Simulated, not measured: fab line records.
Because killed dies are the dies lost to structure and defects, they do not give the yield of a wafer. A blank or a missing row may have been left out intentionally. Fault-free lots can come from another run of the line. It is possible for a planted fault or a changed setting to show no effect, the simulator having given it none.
A lot that was struck, set against a sound lot    flow sky130    15 steps out of a route of 708
Sound: the wafers L200.3, L200.5, L200.6. The struck wafers were L214.1, L214.3, L214.4. The cause comes at the end.
At each step with rows: each side's tool, then ch and its chambers, then its first start. Under that, the readings that differ: sound wafers    struck wafers    difference of the means    sigmas: that difference in standard deviations of wafers without a fault.
alike: same words and numbers on both sides, and readings whose means sit less than 2 such deviations apart. not compared: any withheld reading, any reading some wafer has no value for, any bound like >300 that may hide the same value, and any number with overlapping values for which the record gives no deviation.
The two part at a step that has a row with sigmas, a row that says differs or no value, or rows on one side only. Numbers that have no deviation but don't overlap get no sigmas and don't part them. A reading missing from all wafers of one side parts the sides only when that side holds two or more wafers.

first, 1 step without rows for these wafers: SKY_LDD_N_IMPLANT_15.
SKY_LDD_N_STRIP_16: strips in O2/N2.
  sound on plasma asher-03 ch 0,1, day 17 14:59; struck on plasma asher-01 ch 0,1, day 23 23:13
  alike: drypump motor current A, oes product au, strip time to endpoint s
  not compared: rf hours counter h
SKY_LDD_N_TW_MEAS_17:
  sound on film metro-03, day 17 15:04; struck on film metro-03, day 23 23:19
  alike: LDD_N_TW
then, 7 steps without rows for these wafers: SKY_LDD_P_DEHYDRATE_00 (time 60 s); SKY_LDD_P_HMDS_01 (prime time 60 s); SKY_LDD_P_COAT_02 (resist thk 1140 nm); SKY_LDD_P_SOFTBAKE_03 (time 60 s); SKY_LDD_P_EXPOSE_04 (exposes mask PSDM, target cd 380 nm); SKY_LDD_P_PEB_05; SKY_LDD_P_DEVELOP_06 (develop time 60 s).
SKY_LDD_P_CD_MEAS_07 targets a cd of 380 nm.
  sound on cd sem-01, day 18 21:10; struck on cd sem-01, day 25 04:10
  alike: cd nm
SKY_LDD_P_OVL_MEAS_08:
  sound on overlay-02, day 18 21:16; struck on overlay-01, day 25 04:17
  alike: LDD_P_OVL
SKY_LDD_P_IMPLANT_09:
  sound on implanter-02 ch 0, day 18 21:20; struck on implanter-02, day 25 04:19
  no value came back on the struck wafers for beam energy keV, beam on s (s), dose ions cm2, implant ion amu; on the sound wafers beam energy keV reads 24.992 24.997 24.997
SKY_LDD_P_STRIP_10: strips in O2/N2.
  sound on plasma asher-04 ch 0,1, day 18 21:28; struck on plasma asher-01 ch 0,1, day 25 04:28
  alike: drypump motor current A, oes product au, strip time to endpoint s
  not compared: rf hours counter h
SKY_LDD_P_TW_MEAS_11:
  sound on film metro-03, day 19 00:19; struck on film metro-03, day 25 04:34
reading   sound        struck    difference  sigmas
LDD_P_TW  641 646 645  30 30 30  -614        -99 or more

## WHERE THEY PART
At SKY_LDD_P_IMPLANT_09 first; at SKY_LDD_P_TW_MEAS_11 last (within this record only).

WHY: what the simulator had put in
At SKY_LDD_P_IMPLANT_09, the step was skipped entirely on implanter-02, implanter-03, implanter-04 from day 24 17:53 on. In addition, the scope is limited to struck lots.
